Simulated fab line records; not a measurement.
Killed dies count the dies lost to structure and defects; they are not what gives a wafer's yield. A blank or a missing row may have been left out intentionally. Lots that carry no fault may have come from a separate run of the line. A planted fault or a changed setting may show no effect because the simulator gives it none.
The same fault as seen by 2 desks / flow sky130 / numbers are kept per desk, each desk with only its own; the story behind them comes last

FROM THE METROLOGY DESK
Lot by lot, what the gauges showed, no matter which tool ran the lot: averages of those sampled wafers that carry a number. The brackets show how far a lot's mean lies from the usual mean; more than 4 standard deviations puts the lot out of limits, marked OUT.
Columns: A = METAL3_OVL at SKY_METAL3_OVL_MEAS_14, usual -2 nm; B = VIA3_BOW at SKY_VIA3_BOW_MEAS_03, usual 80 um; C = CAP2M_TIN_RS at SKY_CAP2M_RS_MEAS_03, usual 6.90 ohm/sq; D = CAP2M_TIN_THK at SKY_CAP2M_THK_MEAS_04, usual 198.9 nm
lot=L305; first seen here=day 38 14:37; A=-12; B=74; C=6.98; D=195.6
lot=L310; first seen here=day 40 10:00; A=-6; B=84; C=6.97; D=197.2
lot=L311; first seen here=day 41 16:37; A=-1; B=85; C=6.89; D=197.4
lot=L317; first seen here=day 42 07:00; A=-8; B=81; C=9.81 (+36) OUT; D=161.6 (-14) OUT
lot=L321; first seen here=day 43 10:33; A=-4; B=75; C=6.77; D=203.8
lot=L322; first seen here=day 43 11:16; A=-2; B=80; C=6.98; D=197.7
lot=L323; first seen here=day 43 20:55; A=-5; B=85; C=6.84; D=201.9
lot=L324; first seen here=day 44 05:28; A=-2; B=80; C=6.87; D=199.4
lot=L325; first seen here=day 44 07:31; A=2; B=83; C=6.84; D=200.5
lot=L327; first seen here=day 44 21:37; A=-3; B=69; C=6.88; D=198.9
This desk finds L317 out of limits, with the earliest case on L317 at day 43 09:03 (CAP2M_TIN_RS at SKY_CAP2M_RS_MEAS_03). In limits: L305, L310, L311, L321, L322, L323, L324, L325, L327.

TOOL OWNER'S DESK, pvdSputter-03
The tool's own readings at SKY_CAP2M_SPUTTER_02 (material TiN, target thk 200 nm, time 166.7 s): means of the sampled wafers that have a number, for each lot that ran on this tool. The brackets show how far a lot's mean lies from the usual mean; more than 4 standard deviations puts the lot out of limits, marked OUT.
Columns: A = throttleValvePct at SKY_CAP2M_SPUTTER_02, usual 30.2 %
lot=L305; first seen here=day 39 18:49; A=31.1
lot=L311; first seen here=day 42 19:36; A=30.3
lot=L317; first seen here=day 43 08:57; A=31.1
lot=L322; first seen here=day 44 12:41; A=31.3
This desk found nothing out of limits on any of the 4 lots.

PUT TOGETHER
L317 would have let the metrology desk raise an alarm at day 43 09:03.
The desk of the tool owner found nothing out of limits.
Tool owner's desk: L317 on record, inside its limits.
Every lot named ran SKY_CAP2M_SPUTTER_02 on pvdSputter-03.

WHAT THE SIMULATOR HAD PUT IN
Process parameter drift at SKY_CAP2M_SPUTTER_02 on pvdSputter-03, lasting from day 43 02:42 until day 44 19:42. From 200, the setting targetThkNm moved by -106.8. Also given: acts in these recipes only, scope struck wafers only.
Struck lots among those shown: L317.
Time in hours between the start of the fault and the first out-of-limits reading at each desk: metrology desk, 6.
